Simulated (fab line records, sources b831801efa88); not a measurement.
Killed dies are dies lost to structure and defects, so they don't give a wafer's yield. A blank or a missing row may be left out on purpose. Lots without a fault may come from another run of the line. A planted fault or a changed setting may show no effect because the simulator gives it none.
A struck lot beside a sound one | flow sky130 | 37 steps out of a route of 708
Sound: wafers L321.1, L321.2, L321.5. Struck: wafer L325.1. (L325.3, L325.6 of the same lot were not struck and are left out.) The cause comes at the end.
At each step with rows: each side's tool, then ch and its chambers, then its first start. Under that, the readings that differ: sound wafers | struck wafers | difference of the means | sigmas: that difference in standard deviations of wafers without a fault.
alike: readings whose means differ by less than 2 such deviations, and words and numbers that are the same on both sides. not compared: withheld readings, readings that some wafer has no value for, bounds like >300 that may hide the same value, and numbers for which the record gives no deviation and whose values overlap.
The two part at a step that has a row with sigmas, a row that says differs or no value, or rows on one side only. Numbers that don't overlap but have no deviation are shown without sigmas and don't part them. A reading that every wafer of one side lacks parts them only if that side has two wafers or more.

first, 10 steps without rows for these wafers: SKY_VIA3_ETCH_15 (etches SiO2 in C4F8/O2/Ar, stops on TiN, target depth 507 nm, time 78 s); SKY_VIA3_STRIP_16 (strips in O2/N2); SKY_VIA3_STRIP_17 (strips in post etch residue remover, time 1200 s); SKY_VIA3_CLEAN_18 (cleans in IPA, time 180 s); SKY_VIA3_CLEAN_19 (cleans in O3/DIW); SKY_VIA3_SPUTTER_20 (material TiN, target thk 20 nm, time 80 s); SKY_VIA3_CVD_21 (deposits W, target thk 390 nm, time 117.31 s); SKY_VIA3_CMP_24 (polishes, stops on SiO2, t overpolish 20 s, target thk 0 nm); SKY_METAL4_SPUTTER_00 (material Ti, target thk 15 nm, time 10 s); SKY_METAL4_SPUTTER_01 (material TiN, target thk 20 nm, time 16.7 s).
SKY_METAL4_SPUTTER_02: material AlCu, target thk 735 nm, time 39.1 s.
  sound on pvd_sputter-01, day 41 19:01; struck on pvd_sputter-01, day 43 00:39
  reading                                     | sound             | struck | difference | sigmas
  model.AlCu_of_METAL4_SPUTTER_02.thk_nm (nm) | 733.2 741.2 731.2 | 321    | -414       |
  alike: throttle_valve_pct
then, 24 steps without rows for these wafers: SKY_METAL4_SPUTTER_03 (material Ti, target thk 5 nm, time 3.3 s); SKY_METAL4_SPUTTER_04 (material TiN, target thk 70 nm, time 58.3 s); SKY_CAP2M_CVD_00 (deposits SiO2, target thk 15.5 nm); SKY_CAP2M_SPUTTER_02 (material TiN, target thk 200 nm, time 166.7 s); SKY_CAP2M_DEHYDRATE_05 (time 60 s); SKY_CAP2M_HMDS_06 (prime time 60 s); SKY_CAP2M_COAT_07 (resist thk 1140 nm); SKY_CAP2M_SOFTBAKE_08 (time 60 s); SKY_CAP2M_EXPOSE_09 (exposes mask CAP2M, target cd 1000 nm); SKY_CAP2M_PEB_10; SKY_CAP2M_DEVELOP_11 (develop time 60 s); SKY_CAP2M_METAL_ETCH_13 (etches TiN in Cl2/BCl3, stops on SiO2, target depth 220 nm, time 62.9 s); SKY_CAP2M_STRIP_14 (strips in O2/N2); SKY_CAP2M_STRIP_15 (strips in post etch residue remover, time 1200 s); SKY_CAP2M_CLEAN_16 (cleans in IPA, time 180 s); SKY_CAP2M_CLEAN_17 (cleans in O3/DIW); SKY_METAL4_DEHYDRATE_05 (time 60 s); SKY_METAL4_HMDS_06 (prime time 60 s); SKY_METAL4_COAT_07 (resist thk 60 nm); SKY_METAL4_COAT_08 (resist thk 1158 nm); SKY_METAL4_SOFTBAKE_09 (time 90 s); SKY_METAL4_EXPOSE_10 (exposes mask MM4, target cd 300 nm); SKY_METAL4_PEB_11; SKY_METAL4_DEVELOP_12 (develop time 60 s).
SKY_METAL4_METAL_ETCH_18: etches the open film in Cl2/BCl3, stops on SiO2, target depth 845 nm, time 183.1 s.
  sound on rie_metal-02 ch 0,1, day 43 17:59; struck on rie_metal-03 ch 1, day 44 22:05
  reading               | sound             | struck | difference | sigmas
  oes_product_au (a.u.) | 0.875 0.875 0.854 | 0.631  | -0.237     | -36
  alike: bias_w, drypump_motor_current_A, throttle_valve_pct
  not compared: rf_hours_counter_h
-- the record jumps here: 4 days lie between the struck wafers' starts before and after (it left off in module METAL4 and takes up again in module PAD_OPEN, whose first step shown is number 708 of the route) --
SKY_PAD_OPEN_PROBE_99:
  sound on prober-02, day 47 11:36; struck on prober-02, day 48 13:07
  reading                       | sound                   | struck | difference | sigmas
  killed_at_other               | 0 0 0                   | 4      | +4         | +5
  model.etest.met4.line_ohm_um  | 0.1462 0.1378 0.1393    | 0.3329 | +0.1918    |
  model.etest.via4_chain.rc_ohm | 0.7777 0.7759 0.764     | 0.9382 | +0.1657    |
  model.etest.met4.rs_ohm_sq    | 0.04284 0.04198 0.04251 | 0.1001 | +0.0577    |
  alike: defect_limited_yield, killed_at_M0_to_M3, killed_at_M4_up, killed_at_contacts, killed_at_front_end, killed_dies, killed_open, killed_short, sort_bin_3_pad_short, sort_bin_5_function, sort_bin_6_memory, sort_n_pass, sort_yield_pct

WHERE THEY PART
First at SKY_METAL4_METAL_ETCH_18; last, within this record, at SKY_PAD_OPEN_PROBE_99.

WHY: what the simulator had put in
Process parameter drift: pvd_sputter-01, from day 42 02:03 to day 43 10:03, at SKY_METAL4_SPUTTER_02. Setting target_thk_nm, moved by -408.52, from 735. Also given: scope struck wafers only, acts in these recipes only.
